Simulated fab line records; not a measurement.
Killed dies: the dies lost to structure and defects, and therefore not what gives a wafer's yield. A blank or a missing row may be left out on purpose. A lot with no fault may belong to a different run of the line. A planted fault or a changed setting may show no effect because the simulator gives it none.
Which tool is to blame? -- flow sfqLine -- 14 lots with 41 wafers sampled at 4 steps, on a route of 325 steps

== WHAT EACH GAUGE READ, for each wafer ==
SFQ_I7_BOW_MEAS_946.
lot,measured,on,I7_BOW (um)
L584,day 74 14:11,filmMetro-03,-12 -6 -7
L587,day 75 14:07,filmMetro-02,9 7 13
L588,day 75 16:32,filmMetro-02,-20 8 -9
L589,day 75 23:22,filmMetro-04,11 16 4
L590,day 76 03:19,filmMetro-02,-1 -3 -16
L591,day 76 06:19,filmMetro-04,-3 9 -3
L595,day 77 11:17,filmMetro-02,7 4 3
L598,day 79 21:46,filmMetro-02,6 4 17
L599,day 80 00:52,filmMetro-04,22 21
L600,day 81 06:56,filmMetro-02,-8 1 -13
L602,day 81 15:52,filmMetro-03,18 23 15
L605,day 83 22:48,filmMetro-02,0 -10 7
L606,day 84 00:00,filmMetro-03,-5 0 8
L607,day 84 03:00,filmMetro-02,-3 -4 -1

SFQ_I7_OVL_MEAS_947.
lot,measured,on,I7_OVL (nm)
L584,day 74 22:28,overlay-01,7 8 6
L587,day 76 02:04,overlay-02,1 6 13
L588,day 76 06:40,overlay-01,5 5 4
L589,day 76 15:04,overlay-01,-2 -1 -10
L590,day 76 19:52,overlay-01,6 6 6
L591,day 77 00:13,overlay-01,5 8 4
L595,day 80 12:29,overlay-02,2 -9 -5
L598,day 82 13:12,overlay-02,0 0 3
L599,day 82 16:47,overlay-01,4 7
L600,day 84 06:25,overlay-02,0 1 3
L602,day 84 22:00,overlay-02,0 7 4
L605,day 87 05:33,overlay-01,14 14 16
L606,day 87 06:46,overlay-02,16 14 19
L607,day 87 10:22,overlay-01,7 7 1

== TOOL THAT RAN EACH LOT (tool first, then ch and the chambers of the sampled wafers, then the start) ==
lot,SFQ_TRILAYER_I7_DEP_PECVD_183,SFQ_TRILAYER_I7_CMP_CMP_184
L584,"pecvd-04 ch 0,2, day 74 11:05","cmp-02 ch 0,2,3, day 74 11:10"
L587,"pecvd-04 ch 0,1, day 75 11:03","cmp-02 ch 1,2,3, day 75 12:07"
L588,"pecvd-03 ch 0,1, day 75 13:27","cmp-01 ch 1,2,3, day 75 13:31"
L589,"pecvd-01 ch 1,2, day 75 20:17","cmp-01 ch 1,3, day 75 20:21"
L590,"pecvd-03 ch 0,1,2, day 76 00:15","cmp-02 ch 0,3, day 76 00:49"
L591,"pecvd-04 ch 1,2, day 76 01:52","cmp-02 ch 0,1,3, day 76 03:49"
L595,"pecvd-04 ch 0,1, day 77 06:01","cmp-02 ch 0,1, day 77 08:15"
L598,"pecvd-03 ch 0,1,2, day 79 06:07","cmp-02 ch 0,1,3, day 79 19:45"
L599,"pecvd-03 ch 1,2, day 79 08:27","cmp-01 ch 0,2, day 79 22:52"
L600,"pecvd-01 ch 0,1,2, day 80 08:30","cmp-01 ch 0,1,2, day 81 05:22"
L602,"pecvd-03 ch 0,1,2, day 80 17:11","cmp-01 ch 0,3, day 81 13:22"
L605,"pecvd-04 ch 0,1,2, day 83 19:43","cmp-01 ch 0,1,3, day 83 19:48"
L606,"pecvd-03 ch 1,2, day 83 20:54","cmp-02 ch 1,2, day 83 20:59"
L607,"pecvd-03 ch 0,1, day 83 22:52","cmp-02 ch 1,2,3, day 83 23:59"
- SFQ_TRILAYER_I7_DEP_PECVD_183: deposits SiO2 from SiH4/N2O, time 111.11 s, target thk 500 nm.
- SFQ_TRILAYER_I7_CMP_CMP_184: polishes SiO2.

== AS READ BY THE TOOLS THEMSELVES (means over the sampled wafers that have a number; for cases with no such wafer, the mark the record gives instead) ==
SFQ_TRILAYER_I7_DEP_PECVD_183.
lot,tool,chamberPressureTorr (Torr),heaterPowerOuterW (W),heaterPowerW (W),runLengthS (s),throttleValvePct (%)
L584,pecvd-04,2.402,26,76,139.2,24.6
L587,pecvd-04,2.394,24,75,139.6,24.3
L588,pecvd-03,2.395,32,98,138.6,23.8
L589,pecvd-01,2.401,47,105,140.0,24.5
L590,pecvd-03,2.398,25,84,138.6,23.7
L591,pecvd-04,2.396,31,83,138.7,23.8
L595,pecvd-04,2.403,29,82,139.3,24.4
L598,pecvd-03,2.400,30,93,138.7,24.1
L599,pecvd-03,2.398,30,89,142.3,23.8
L600,pecvd-01,2.397,38,90,139.9,25.4
L602,pecvd-03,2.395,29,90,140.7,24.0
L605,pecvd-04,2.397,33,85,139.1,24.6
L606,pecvd-03,2.399,27,85,138.4,24.5
L607,pecvd-03,2.398,38,105,138.6,24.6

SFQ_TRILAYER_I7_CMP_CMP_184.
lot,tool,motorCurrentA (A),timeToEndpointS (s)
L584,cmp-02,10.6,225
L587,cmp-02,11.7,221
L588,cmp-01,10.2,208
L589,cmp-01,9.9,213
L590,cmp-02,11.0,217
L591,cmp-02,12.0,220
L595,cmp-02,11.3,226
L598,cmp-02,11.9,227
L599,cmp-01,9.3,235
L600,cmp-01,9.6,216
L602,cmp-01,10.1,239
L605,cmp-01,9.7,225
L606,cmp-02,10.6,216
L607,cmp-02,11.2,215

== THE ANSWER, worked out from the rows above alone ==
Rule: the lots themselves supply what counts as usual. Put in order of their means at a reading, lots are off if they are a third of the lots or fewer, leave a main group of 4 or more, and stand apart from it by a gap of 3 or more times the standard deviation of the main group's means; of several such gaps the widest counts. A main group whose means are all the same, to the digits that the tables above print for the reading, isn't used. A lot without any number at a reading at which 4 lots or more have one is off too. Any other lot the step has rows for is counted as sound. Order of review: gauges by route order, followed by the tools' own readings, for which a lot's mean as printed above is used. At the first step where some lot is off, the reading lying furthest off is the one used; lots without a number count as furthest.
No lot is off at any reading shown: from this, nothing can be told.

== WHAT WAS PUT IN BY THE SIMULATOR ==
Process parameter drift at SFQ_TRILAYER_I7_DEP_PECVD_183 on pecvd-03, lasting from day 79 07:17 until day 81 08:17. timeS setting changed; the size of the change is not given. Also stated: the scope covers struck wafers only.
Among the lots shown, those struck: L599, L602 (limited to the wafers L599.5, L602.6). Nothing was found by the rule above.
